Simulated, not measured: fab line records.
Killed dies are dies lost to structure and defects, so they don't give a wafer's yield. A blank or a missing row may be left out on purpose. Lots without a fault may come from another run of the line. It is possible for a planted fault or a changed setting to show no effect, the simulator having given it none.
fab line records	flow gf180mcu
record: lots: 12	wafers: 36	lastDay: 35
route steps=602 shown LVPWELL@61 VT_IMPLANT@121 HV_LDD@185 SAB@273
lots that met no fault: taken from a fault-free run of the same line
startH: the number of hours between the record's first day and the start of the first shown wafer of the lot	waitH: time in hours since the lot's previous step	" the same as in the row above	L1.1+2: a single row standing in for several wafers	- either no value or no given start	* or withheld: withheld	< > ~ a bound
route shown NAME@n: a module of which the file shows steps, and the number in the route of the first	usual: mean/standard deviation of fault-free wafers	same: alike in all rows	chamber/n: place in a boat	sites: the reading at each site	_std_site: the standard deviation of these	_edge_site: outer sites' mean less inner sites'	radiusMm: for every site, how far away it sits from the centre of the wafer	mask NAME#n: copy n	behind: the most recent tool/chamber to have shaped the wafer	hold: cause of the lot's hold/its duration in hours/its outcome	device: the transistor (n, p or np) that didn't switch	end of line: at the end of the route, the tests of the same wafers	a step without rows: its recipe alone	killed: at the first sort, the dies lost to defects and structure; wafer yield is something else	map: a wafer's dies, marking killed ones x, the rest . and places with no die _
set.NAME: the setting the step ran with; set.NAME@STEP: the setting that earlier step ran with	model.NAME: the simulator's own value behind a step, which no gauge read
route steps across a sampled set of lots; one table per step, one row per wafer
services: when a tool's chamber went out of use (startH, in hours from the record's first day, below 0 if earlier), for how many hours, and the reason
== steps ==
step: GF_LVPWELL_OVL_MEAS_07
usual: LVPWELL_OVL: 0.7/1.2
lot.wafer	tool	chamber	startH	waitH	LVPWELL_OVL[nm]
L655.2	overlay-02	-	79.32	-	2.1
L655.4	"	-	"	"	1.5
L655.6	"	-	"	"	2.7
L656.2	overlay-02	-	86.92	-	0.4
L656.3	"	-	"	"	0.6
L656.6	"	-	"	"	0.9
L657.1	overlay-02	-	92.52	-	1.0
L657.2	"	-	"	"	-0.6
L657.4	"	-	"	"	1.0
L659.1	overlay-02	-	103.62	-	0.9
L659.3	"	-	"	"	1.0
L659.4	"	-	"	"	2.0
L660.1	overlay-01	-	111.80	-	0.4
L660.2	"	-	"	"	0.7
L660.3	"	-	"	"	1.6
L662.3	overlay-01	-	121.63	-	3.5
L662.4	"	-	"	"	0.6
L662.6	"	-	"	"	1.7
L663.1	overlay-02	-	125.57	-	0.9
L663.3	"	-	"	"	-0.3
L663.4	"	-	"	"	-0.9
L664.3	overlay-02	-	129.73	-	-0.9
L664.5	"	-	"	"	-1.8
L664.6	"	-	"	"	-1.1
L667.3	overlay-01	-	146.46	-	1.0
L667.5	"	-	"	"	1.4
L667.6	"	-	"	"	1.3
L674.2	overlay-01	-	188.72	-	2.7
L674.5	"	-	"	"	-0.6
L674.6	"	-	"	"	0.3
L675.1	overlay-01	-	193.52	-	-0.4
L675.4	"	-	"	"	-1.4
L675.6	"	-	"	"	0.4
L676.3	overlay-01	-	200.36	-	1.0
L676.5	"	-	"	"	1.6
L676.6	"	-	"	"	0.3
step: GF_VT_IMPLANT_STRIP_31
recipe: chemistry: O2/N2	powerW: 1400	pressureMtorr: 1500	platenTempC: 250	o2FlowSccm: 3000	n2FlowSccm: 300	overashFraction: 0.5
usual: drypumpMotorCurrentA: 5.4/0.49	heaterPowerW: 321/28	oesProductAu: 0.715/0.0046	platenTempC: 250.01/0.16	stripTimeToEndpointS: 12.66/0.034
lot.wafer	tool	chamber	startH	waitH	drypumpMotorCurrentA	heaterPowerW	oesProductAu	platenTempC	rfHoursCounterH	stripTimeToEndpointS
L655.2	plasmaAsher-03	1	155.28	0.1	5.6	287	0.713	250.27	3	12.67
L655.4	"	1	"	"	5.7	299	0.710	250.14	-	12.65
L655.6	"	1	"	"	5.6	284	0.709	250.13	-	12.67
L656.2	plasmaAsher-02	0	163.48	0.1	4.7	292	0.714	250.33	52	12.66
L656.3	"	0	"	"	4.7	291	0.725	249.95	-	12.63
L656.6	"	1	"	"	5.5	365	0.720	250.45	-	12.66
L657.1	plasmaAsher-03	0	170.49	0.1	5.1	324	0.715	250.01	5	12.64
L657.2	"	1	"	"	5.7	289	0.709	250.18	5	12.66
L657.4	"	1	"	"	5.7	286	0.720	249.91	-	12.66
L659.1	plasmaAsher-02	0	183.10	0.1	4.7	291	0.713	250.16	54	12.64
L659.3	"	0	"	"	4.7	297	0.713	249.97	-	12.64
L659.4	"	1	"	"	5.5	362	0.722	249.95	-	12.65
L660.1	plasmaAsher-02	0	192.78	0.1	4.7	292	0.716	250.03	55	12.71
L660.2	"	1	"	"	5.4	366	0.709	249.86	55	12.66
L660.3	"	0	"	"	4.7	294	0.717	250.28	-	12.68
L662.3	plasmaAsher-02	0	203.04	0.1	4.7	292	0.718	249.79	-	12.65
L662.4	"	1	"	"	5.5	358	0.708	250.11	-	12.68
L662.6	"	0	"	"	4.7	293	0.714	249.89	-	12.70
L663.1	plasmaAsher-02	1	208.98	0.1	5.5	366	0.722	249.98	57	12.71
L663.3	"	1	"	"	5.4	369	0.712	250.06	-	12.71
L663.4	"	0	"	"	4.7	293	0.711	250.12	-	12.73
L664.3	plasmaAsher-03	0	213.44	0.1	5.2	330	0.719	250.32	-	12.74
L664.5	"	0	"	"	5.2	319	0.718	250.12	-	12.69
L664.6	"	1	"	"	5.6	290	0.719	249.96	-	12.67
L667.3	plasmaAsher-03	1	233.14	0.1	5.7	293	0.720	249.97	-	12.59
L667.5	"	1	"	"	5.7	285	0.720	249.90	-	12.59
L667.6	"	0	"	"	5.1	325	0.721	249.94	-	12.58
L674.2	plasmaAsher-02	1	280.95	0.1	5.5	364	0.713	250.16	64	12.73
L674.5	"	1	"	"	5.5	364	0.714	249.95	-	12.66
L674.6	"	0	"	"	4.7	292	0.707	249.92	-	12.68
L675.1	plasmaAsher-03	0	287.18	0.1	5.2	319	0.724	249.95	17	12.65
L675.4	"	0	"	"	5.2	332	0.707	249.82	-	12.64
L675.6	"	1	"	"	5.7	289	0.711	250.08	-	12.65
L676.3	plasmaAsher-02	1	297.41	0.1	5.4	368	0.712	249.94	-	12.67
L676.5	"	1	"	"	5.4	363	0.718	249.87	-	12.68
L676.6	"	0	"	"	4.7	292	0.719	249.84	-	12.71
step: GF_HV_LDD_IMPLANT_09
recipe: species: As	energyKev: 40	doseCm2: 1e+14	tiltDeg: 7
usual: doseIonsCm2: 1.0002e+14/1e+11	faradayCurrentUA: 564/9.9
lot.wafer	tool	chamber	startH	waitH	doseIonsCm2	faradayCurrentUA
L655.2	implanter-01	0	235.23	0.0	1e+14	555
L655.4	"	0	"	"	1.001e+14	566
L655.6	"	0	"	"	1.0001e+14	568
L656.2	implanter-01	0	244.49	0.0	1.001e+14	572
L656.3	"	0	"	"	1.0005e+14	564
L656.6	"	0	"	"	9.996e+13	564
L657.1	implanter-01	0	249.27	0.0	1.0028e+14	559
L657.2	"	0	"	"	9.988e+13	578
L657.4	"	0	"	"	1.0005e+14	578
L659.1	implanter-03	0	263.87	0.0	9.992e+13	562
L659.3	"	0	"	"	9.998e+13	561
L659.4	"	0	"	"	1.0011e+14	567
L660.1	implanter-01	0	277.40	0.0	9.991e+13	551
L660.2	"	0	"	"	9.995e+13	569
L660.3	"	0	"	"	9.989e+13	563
L662.3	implanter-01	0	286.02	0.1	1.001e+14	546
L662.4	"	0	"	"	1.0033e+14	572
L662.6	"	0	"	"	1.0012e+14	560
L663.1	implanter-01	0	296.02	0.0	3.309e+13	185
L663.3	"	0	"	"	3.314e+13	191
L663.4	"	0	"	"	3.293e+13	188
L664.3	implanter-01	0	301.90	0.1	3.312e+13	192
L664.5	"	0	"	"	3.314e+13	187
L664.6	"	0	"	"	3.309e+13	187
L667.3	implanter-02	0	322.80	0.1	1e+14	573
L667.5	"	0	"	"	1.0007e+14	567
L667.6	"	0	"	"	1.0011e+14	575
L674.2	implanter-03	0	372.35	0.0	1.0002e+14	571
L674.5	"	0	"	"	1.0001e+14	577
L674.6	"	0	"	"	1.0026e+14	562
L675.1	implanter-02	0	380.80	0.0	1.0002e+14	572
L675.4	"	0	"	"	9.99e+13	559
L675.6	"	0	"	"	1.0004e+14	563
L676.3	implanter-01	0	396.27	0.1	1.0015e+14	562
L676.5	"	0	"	"	1.0011e+14	554
L676.6	"	0	"	"	1.0018e+14	574
step: GF_HV_LDD_TW_MEAS_11
usual: HV_LDD_TW: 2415/22
lot.wafer	tool	chamber	startH	waitH	HV_LDD_TW
L655.2	filmMetro-02	-	235.46	0.1	2434
L655.4	"	-	"	"	2436
L655.6	"	-	"	"	2426
L656.2	filmMetro-01	-	244.73	0.1	2415
L656.3	"	-	"	"	2405
L656.6	"	-	"	"	2404
L657.1	filmMetro-02	-	249.52	0.1	2425
L657.2	"	-	"	"	2437
L657.4	"	-	"	"	2430
L659.1	filmMetro-02	-	264.12	0.1	2431
L659.3	"	-	"	"	2428
L659.4	"	-	"	"	2456
L660.1	filmMetro-02	-	277.65	0.1	2431
L660.2	"	-	"	"	2441
L660.3	"	-	"	"	2437
L662.3	filmMetro-02	-	286.24	0.1	2434
L662.4	"	-	"	"	2442
L662.6	"	-	"	"	2436
L663.1	filmMetro-04	-	296.27	0.1	1741
L663.3	"	-	"	"	1746
L663.4	"	-	"	"	1746
L664.3	filmMetro-04	-	302.12	0.1	1750
L664.5	"	-	"	"	1740
L664.6	"	-	"	"	1737
L667.3	filmMetro-02	-	323.02	0.1	2436
L667.5	"	-	"	"	2437
L667.6	"	-	"	"	2420
L674.2	filmMetro-01	-	372.58	0.1	2437
L674.5	"	-	"	"	2427
L674.6	"	-	"	"	2431
L675.1	filmMetro-01	-	381.05	0.1	2436
L675.4	"	-	"	"	2424
L675.6	"	-	"	"	2422
L676.3	filmMetro-01	-	396.49	0.1	2430
L676.5	"	-	"	"	2418
L676.6	"	-	"	"	2415
step: GF_HV_LDD_RS_MEAS_53
recipe: thkMeasGauge: four-point-probe
usual: HV_LDD_RS: 418.2/0.93
lot.wafer	tool	chamber	startH	waitH	HV_LDD_RS[ohm/sq]
L655.2	filmMetro-01	-	295.33	0.1	418.0
L655.4	"	-	"	"	417.6
L655.6	"	-	"	"	417.4
L656.2	filmMetro-04	-	304.16	0.1	420.0
L656.3	"	-	"	"	419.3
L656.6	"	-	"	"	418.9
L657.1	filmMetro-01	-	310.50	0.1	417.9
L657.2	"	-	"	"	417.9
L657.4	"	-	"	"	417.9
L659.1	filmMetro-02	-	325.15	0.1	418.7
L659.3	"	-	"	"	418.5
L659.4	"	-	"	"	417.6
L660.1	filmMetro-04	-	341.34	0.1	418.1
L660.2	"	-	"	"	419.2
L660.3	"	-	"	"	419.0
L662.3	filmMetro-02	-	350.23	0.1	418.4
L662.4	"	-	"	"	417.5
L662.6	"	-	"	"	417.7
L663.1	filmMetro-01	-	361.85	0.1	609.8
L663.3	"	-	"	"	610.8
L663.4	"	-	"	"	611.6
L664.3	filmMetro-01	-	368.44	0.1	611.1
L664.5	"	-	"	"	611.7
L664.6	"	-	"	"	610.3
L667.3	filmMetro-04	-	390.97	0.1	418.2
L667.5	"	-	"	"	418.7
L667.6	"	-	"	"	419.1
L674.2	filmMetro-01	-	443.27	0.1	417.4
L674.5	"	-	"	"	418.2
L674.6	"	-	"	"	417.3
L675.1	filmMetro-02	-	452.70	0.1	418.3
L675.4	"	-	"	"	417.8
L675.6	"	-	"	"	419.0
L676.3	filmMetro-02	-	468.43	0.1	418.6
L676.5	"	-	"	"	419.6
L676.6	"	-	"	"	417.8
step: GF_SAB_CD_MEAS_09
recipe: targetCdNm: 420
usual: cdNm: 419.6/2.4
lot.wafer	tool	chamber	startH	waitH	cdNm
L655.2	cdSem-02	-	364.37	0.1	419.5
L655.4	"	-	"	"	420.1
L655.6	"	-	"	"	418.8
L656.2	cdSem-02	-	374.41	0.1	419.8
L656.3	"	-	"	"	421.2
L656.6	"	-	"	"	420.6
L657.1	cdSem-02	-	383.04	0.1	421.6
L657.2	"	-	"	"	418.3
L657.4	"	-	"	"	417.3
L659.1	cdSem-02	-	395.29	0.1	419.3
L659.3	"	-	"	"	419.1
L659.4	"	-	"	"	417.7
L660.1	cdSem-01	-	415.26	0.1	421.0
L660.2	"	-	"	"	420.5
L660.3	"	-	"	"	421.4
L662.3	cdSem-01	-	426.83	0.1	421.7
L662.4	"	-	"	"	421.0
L662.6	"	-	"	"	420.2
L663.1	cdSem-02	-	434.74	0.1	422.6
L663.3	"	-	"	"	421.9
L663.4	"	-	"	"	421.7
L664.3	cdSem-02	-	442.35	0.1	418.8
L664.5	"	-	"	"	418.9
L664.6	"	-	"	"	417.9
L667.3	cdSem-01	-	464.98	0.1	417.5
L667.5	"	-	"	"	420.3
L667.6	"	-	"	"	418.2
L674.2	cdSem-02	-	518.83	0.1	420.7
L674.5	"	-	"	"	421.7
L674.6	"	-	"	"	420.9
L675.1	cdSem-02	-	527.69	0.1	416.5
L675.4	"	-	"	"	416.9
L675.6	"	-	"	"	416.4
L676.3	cdSem-02	-	543.33	0.1	419.3
L676.5	"	-	"	"	417.2
L676.6	"	-	"	"	420.0
== services ==
tool	chamber	startH	hours	kind
implanter-03	-	132.94	2.1	pm
implanter-01	-	190.79	0.9	repair
implanter-01	-	206.57	4.2	pm
implanter-02	-	206.84	12.8	pm
implanter-02	-	224.84	1.6	repair
implanter-02	-	227.59	10.1	repair
implanter-02	-	275.57	4.9	pm
plasmaAsher-03	-	301.62	14.6	pm
implanter-01	-	310.54	2.3	repair
implanter-03	-	325.91	5.7	repair
implanter-01	-	339.14	1.2	repair
implanter-01	-	353.21	2.0	repair
plasmaAsher-02	-	379.27	0.9	repair
== key ==
firstSign: step: GF_HV_LDD_IMPLANT_09	reading: doseIonsCm2	direction: down	sigmas: 99+	usual: 1.0002e+14	struck: 3.308e+13
effect: step: GF_HV_LDD_IMPLANT_09	reading: faradayCurrentUA	direction: down	sigmas: 38	usual: 564	struck: 188
effect: step: GF_HV_LDD_TW_MEAS_11	reading: HV_LDD_TW	direction: down	sigmas: 30	usual: 2415	struck: 1743
effect: step: GF_HV_LDD_RS_MEAS_53	reading: HV_LDD_RS	direction: up	sigmas: 99+	usual: 418.2	struck: 610.9
metAt GF_HV_LDD_IMPLANT_09
struckLots L663,L664
testerLeftOut L663,L664
notActingAt GF_LVPWELL_OVL_MEAS_07,GF_VT_IMPLANT_STRIP_31,GF_SAB_CD_MEAS_09
onsetBetween 286.02 296.02
fault: kind: processParameterDrift	tool: implanter-01	chamber: -	onsetH: 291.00	steps: GF_HV_LDD_IMPLANT_09	channel: doseCm2	offset: -6.6837e+13	shape: step	endH: 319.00	actsIn: theseRecipesOnly	stated: 1e+14
testerLeftOut: of these lots the tester's yield and bins aren't shown, on N5 and GAA mostly nor the transistor test; their killed dies are dies lost to structure and defects alone, not to doping, threshold or leakage, so they don't give the yield
